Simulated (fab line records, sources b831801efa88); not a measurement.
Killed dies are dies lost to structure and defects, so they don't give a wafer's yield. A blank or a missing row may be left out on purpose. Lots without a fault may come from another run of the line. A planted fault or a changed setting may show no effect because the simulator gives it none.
A struck lot beside a sound one | flow gf180mcu | 14 steps out of a route of 602
Sound: wafers L993.3, L993.4, L993.6. Struck: wafers L984.1, L984.2, L984.5. The cause comes at the end.
At each step with rows: each side's tool, then ch and its chambers, then its first start. Under that, the readings that differ: sound wafers | struck wafers | difference of the means | sigmas: that difference in standard deviations of wafers without a fault.
alike: readings whose means differ by less than 2 such deviations, and words and numbers that are the same on both sides. not compared: withheld readings, readings that some wafer has no value for, bounds like >300 that may hide the same value, and numbers for which the record gives no deviation and whose values overlap.
The two part at a step that has a row with sigmas, a row that says differs or no value, or rows on one side only. Numbers that don't overlap but have no deviation are shown without sigmas and don't part them. A reading that every wafer of one side lacks parts them only if that side has two wafers or more.

first, 5 steps without rows for these wafers: GF_V5_COAT_09 (resist thk 1000 nm); GF_V5_SOFTBAKE_10 (time 60 s); GF_V5_EXPOSE_11 (exposes mask Via5, target cd 260 nm); GF_V5_PEB_12 (peb time 90 s); GF_V5_DEVELOP_13 (develop time 60 s).
GF_V5_CD_MEAS_14: target cd 260 nm.
  sound on cd_sem-01, day 31 13:14; struck on cd_sem-01, day 29 01:29
  alike: cd_nm
GF_V5_OVL_MEAS_15:
  sound on overlay-02, day 31 13:19; struck on overlay-02, day 29 01:36
  alike: V5_OVL
GF_V5_ETCH_16: etches BARC in N2/H2.
  sound on rie_diel-04 ch 0,1,3, day 31 13:20; struck on rie_diel-04 ch 2,3, day 29 01:38
  alike: drypump_motor_current_A, oes_product_au, throttle_valve_pct
GF_V5_ETCH_17: etches SiO2 in C4F8/O2/Ar, stops on TiN, target depth 855 nm.
  sound on rie_diel-04 ch 0,1,3; struck on rie_diel-04 ch 2,3
  alike: oes_product_au
GF_V5_STRIP_18: strips in O2/N2.
  sound on plasma_asher-04 ch 0,1, day 31 13:32; struck on plasma_asher-02 ch 0,1, day 29 01:47
  alike: drypump_motor_current_A, heater_power_w, oes_product_au
  not compared: rf_hours_counter_h
then, 2 steps without rows for these wafers: GF_V5_STRIP_19 (strips in post etch residue remover, time 1200 s); GF_V5_CLEAN_20 (cleans in DIW).
GF_V5_SPUTTER_21: material Ti, target thk 15 nm, time 80.02 s.
  sound on pvd_sputter-03, day 31 14:07; struck on pvd_sputter-03, day 29 02:19
  no value came back on the struck wafers for cathode_dc_power_W (W), chamber_pressure_pa (Pa), throttle_valve_pct (%); on the sound wafers cathode_dc_power_W (W) reads 2500.4 2499.7 2499.9
GF_V5_SPUTTER_22: material TiN, target thk 10 nm, time 40 s.
  sound on pvd_sputter-03, day 31 14:10; struck on pvd_sputter-03, day 29 02:23
  alike: cathode_dc_power_W, chamber_pressure_pa, throttle_valve_pct

WHERE THEY PART
Only at GF_V5_SPUTTER_21, within this record. Later steps at which nothing parts them and some readings are alike: GF_V5_SPUTTER_22.

WHY: what the simulator had put in
Skipped step whole: pvd_sputter-03, from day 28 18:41 on, at GF_V5_SPUTTER_21. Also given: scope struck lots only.
